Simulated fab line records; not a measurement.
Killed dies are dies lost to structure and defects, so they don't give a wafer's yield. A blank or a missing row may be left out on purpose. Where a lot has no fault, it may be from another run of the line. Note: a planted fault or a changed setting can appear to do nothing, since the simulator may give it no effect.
Comparing a struck lot with a sound one -- flow gf180mcu -- 15 steps out of a route of 602
Sound: the wafers L382.1, L382.5, L382.6. Struck: wafers L390.2, L390.5, L390.6. Last of all comes the cause.
For every step that has rows: the tool of each side, followed by ch and its chambers, followed by its first start. Under that, the readings that differ: sound wafers -- struck wafers -- difference of the means -- sigmas: that difference in standard deviations of wafers without a fault.
alike: words and numbers the same on both sides, and readings whose means are apart by under 2 such deviations; not compared: readings that were withheld, readings missing a value for some wafer, numbers with overlapping values and no deviation given by the record, and bounds like >300 which may hide the same value.
The two part at a step that has a row with sigmas, a row that says differs or no value, or rows on one side only. Non-overlapping numbers with no deviation appear without sigmas and do not part them. A reading missing from all wafers of one side parts the sides only when that side holds two or more wafers.

first, 3 steps without rows for these wafers: GF_V3_EXPOSE_11 (exposes mask Via3, target cd 260 nm); GF_V3_PEB_12 (peb time 90 s); GF_V3_DEVELOP_13 (develop time 60 s).
GF_V3_CD_MEAS_14 targets a cd of 260 nm.
  struck on cd_sem-02, day 27 12:20; sound on cd_sem-02, day 24 19:31
reading,sound,struck,difference,sigmas
cd_nm (nm),258.8 257.5 258.3,261.6 261.1 262.2,+3.4,+2
GF_V3_OVL_MEAS_15:
  struck on overlay-02, day 27 12:27; sound on overlay-02, day 24 19:38
  alike: V3_OVL
GF_V3_ETCH_16: etches BARC in N2/H2.
  sound on rie_diel-01 ch 1,2, day 24 19:41; struck on rie_diel-03 ch 0,1,3, day 27 12:29
  alike: drypump_motor_current_A, oes_product_au, throttle_valve_pct
GF_V3_ETCH_17: etches SiO2 in C4F8/O2/Ar, stops on TiN, target depth 635 nm.
  sound on rie_diel-01 ch 1,2; struck on rie_diel-03 ch 0,1,3
  alike: oes_product_au
GF_V3_STRIP_18: strips in O2/N2.
  sound on plasma_asher-02 ch 0,1, day 24 19:49; struck on plasma_asher-03 ch 0,1, day 27 12:37
  alike: drypump_motor_current_A, heater_power_w, oes_product_au, platen_temp_c
  not compared: rf_hours_counter_h
then, 2 steps without rows for these wafers: GF_V3_STRIP_19 (strips in post etch residue remover, time 1200 s); GF_V3_CLEAN_20 (cleans in DIW).
GF_V3_SPUTTER_21: material Ti, target thk 15 nm, time 80.02 s.
  struck on pvd_sputter-03, day 27 13:08; sound on pvd_sputter-03, day 24 20:26
  alike: throttle_valve_pct
GF_V3_SPUTTER_22: material TiN, target thk 10 nm, time 40 s.
  struck on pvd_sputter-03, day 27 13:12; sound on pvd_sputter-03, day 24 20:30
  alike: throttle_valve_pct
GF_V3_CVD_23: deposits W, target thk 350 nm, time 104.9 s.
  sound on cvd_w-02 ch 0,1, day 24 20:32; struck on cvd_w-01 ch 0,1, day 27 13:14
reading,sound,struck,difference,sigmas
chamber_pressure_Torr (Torr),40.02 39.89 39.98,41.27 41.36 41.30,+1.35,+17
  alike: heater_power_outer_w, heater_power_w
GF_V3_RS_MEAS_24: uses a four-point probe to measure.
  struck on film_metro-02, day 27 13:22; sound on film_metro-03, day 24 20:39
  alike: V3_W_RS
GF_PASSIVATION_PROBE_99:
  sound wafers here have rows in the record (prober-02, day 31 02:32); struck ones have none

WHERE THEY PART
Earliest at GF_V3_CD_MEAS_14; latest, in this record, at GF_PASSIVATION_PROBE_99.

WHY: what the simulator had put in
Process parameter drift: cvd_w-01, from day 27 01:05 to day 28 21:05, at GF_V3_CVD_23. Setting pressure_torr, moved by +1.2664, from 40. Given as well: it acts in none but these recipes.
